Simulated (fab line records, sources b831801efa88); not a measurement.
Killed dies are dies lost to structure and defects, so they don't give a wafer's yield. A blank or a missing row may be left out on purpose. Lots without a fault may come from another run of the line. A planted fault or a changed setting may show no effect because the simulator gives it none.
Split-lot experiment | flow gf180mcu | 5 lots, 23 wafers read, on a route of 602 steps

THE SPLIT
At GF_PASSIVATION_COAT_06 (resist thk 4000 nm), the setting resist_thk_nm was moved away from the recipe's 4000 nm on 8 of the 23 wafers read, by -5.6% to +4.0%. The other wafers ran this setting at the recipe's value.

FROM THE SPLIT TO THE READING: what the file shows between them, 1 step
- GF_PASSIVATION_DEVELOP_10: develop time 60 s (also split here: develop_time_s)

THE READING
coat_of_PASSIVATION_COAT_06.thk_nm (the simulator's own value, which no gauge read), in nm, at GF_PASSIVATION_ETCH_11 (etches the open film in CF4/O2, stops on TiN, target depth 1800 nm, time 400 s). The file gives no usual value for it. The 15 wafers here that ran the recipe average 2825 nm, standard deviation 28 nm.

wafer  | tool, chamber at the split | resist_thk_nm as run, nm | against the recipe | coat_of_PASSIVATION_COAT_06.thk_nm, nm | against lot-mates on the recipe
L075.1 | litho_track-04, 0          | 4000                     | recipe             | 2790                                   | -
L075.2 | litho_track-04, 0          | 4000                     | recipe             | 2808                                   | -
L075.3 | litho_track-04, 0          | 4000                     | recipe             | 2803                                   | -
L075.4 | litho_track-04, 0          | 4000                     | recipe             | 2804                                   | -
L075.5 | litho_track-04, 0          | 4000                     | recipe             | 2801                                   | -
L076.2 | litho_track-02, 0          | 3887                     | -2.8%              | 2670                                   | -164
L076.3 | litho_track-02, 0          | 3887                     | -2.8%              | 2700                                   | -134
L076.4 | litho_track-02, 0          | 4000                     | recipe             | 2827                                   | -
L076.5 | litho_track-02, 0          | 3887                     | -2.8%              | 2719                                   | -114
L076.6 | litho_track-02, 0          | 4000                     | recipe             | 2840                                   | -
L082.1 | litho_track-02, 0          | 4000                     | recipe             | 2804                                   | -
L082.2 | litho_track-02, 0          | 4000                     | recipe             | 2838                                   | -
L082.4 | litho_track-02, 0          | 4159                     | +4.0%              | 2991                                   | +181
L082.6 | litho_track-02, 0          | 4159                     | +4.0%              | 2991                                   | +181
L082.5 | litho_track-02, 0          | 4000                     | recipe             | 2788                                   | -
L083.1 | litho_track-04, 0          | 3774                     | -5.6%              | 2606                                   | -248
L083.2 | litho_track-04, 0          | 4000                     | recipe             | 2832                                   | -
L083.3 | litho_track-04, 0          | 4000                     | recipe             | 2877                                   | -
L083.4 | litho_track-04, 0          | 3774                     | -5.6%              | 2629                                   | -226
L083.6 | litho_track-04, 0          | 3774                     | -5.6%              | 2594                                   | -260
L084.2 | litho_track-03, 0          | 4000                     | recipe             | 2868                                   | -
L084.3 | litho_track-03, 0          | 4000                     | recipe             | 2831                                   | -
L084.5 | litho_track-03, 0          | 4000                     | recipe             | 2869                                   | -

THE FIT
A straight line over all 23 wafers: coat_of_PASSIVATION_COAT_06.thk_nm changes by +40.1 nm for each +1% of resist_thk_nm; r = +0.97; the points scatter about the line by 27 nm.
The same after taking each lot's own level away (the mean of its wafers on the recipe; 23 wafers): +44.6 nm for each +1%; r = +0.99; scatter 17 nm.
On that fit, the largest move of resist_thk_nm shifts the reading by 2.5e+02 nm.
The lots' own levels span 2801.2 to 2856.0 nm, that is 2.0 times the standard deviation above.
So the lot-to-lot level changes the slope: the two fits differ.
Check: with one of the wafers moved furthest among these (-5.6%) left out of the fit, the line predicts -253 nm for it against its lot-mates. It came out at -248 nm against them.

OTHER SPLITS ON THESE WAFERS
These wafers also went through other splits before the reading. Each is held against what the fit with the lots' levels taken away leaves over:
other split on the same wafers           | wafers away from the commonest value | r with coat_of_PASSIVATION_COAT_06.thk_nm (lot level and that fit taken away)
GF_V4_CMP_04 leave_above_ref_nm          | 9                                    | -0.17
GF_V4_SOFTBAKE_10 temp_c                 | 8                                    | -0.37
GF_MIM_SPUTTER_09 power_w                | 10                                   | +0.18
GF_MIM_COAT_14 spin_rpm                  | 9                                    | -0.41
GF_M5_PEB_05 peb_time_s                  | 12                                   | -0.18
GF_V5_CVD_00 sih4_flow_sccm              | 8                                    | -0.20
GF_V5_PEB_12 peb_time_s                  | 4                                    | -0.16
GF_PASSIVATION_DEVELOP_10 develop_time_s | 8                                    | +0.22

THE WHOLE CHAIN: every reading that the file lists as answering this split, in the file's order
step                    | what it does                                                                   | reading                                                                             | change (the file's fit)              | r (the file's)
GF_PASSIVATION_COAT_06  | resist thk 4000 nm                                                             | coat_of_PASSIVATION_COAT_06.thk_nm (the simulator's own value, which no gauge read) | +41.4 nm for each +1% of the setting | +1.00
GF_PASSIVATION_ETCH_11  | etches the open film in CF4/O2, stops on TiN, target depth 1800 nm, time 400 s | coat_of_PASSIVATION_COAT_06.thk_nm (the simulator's own value, which no gauge read) | +44.7 nm for each +1% of the setting | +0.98
GF_PASSIVATION_STRIP_12 | strips in O2/N2                                                                | strip_time_to_endpoint_s                                                            | withheld for each +1% of the setting | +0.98

THE FILE'S OWN FIT
coat_of_PASSIVATION_COAT_06.thk_nm changes by +44.7 nm for each +1% of resist_thk_nm, r = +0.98.
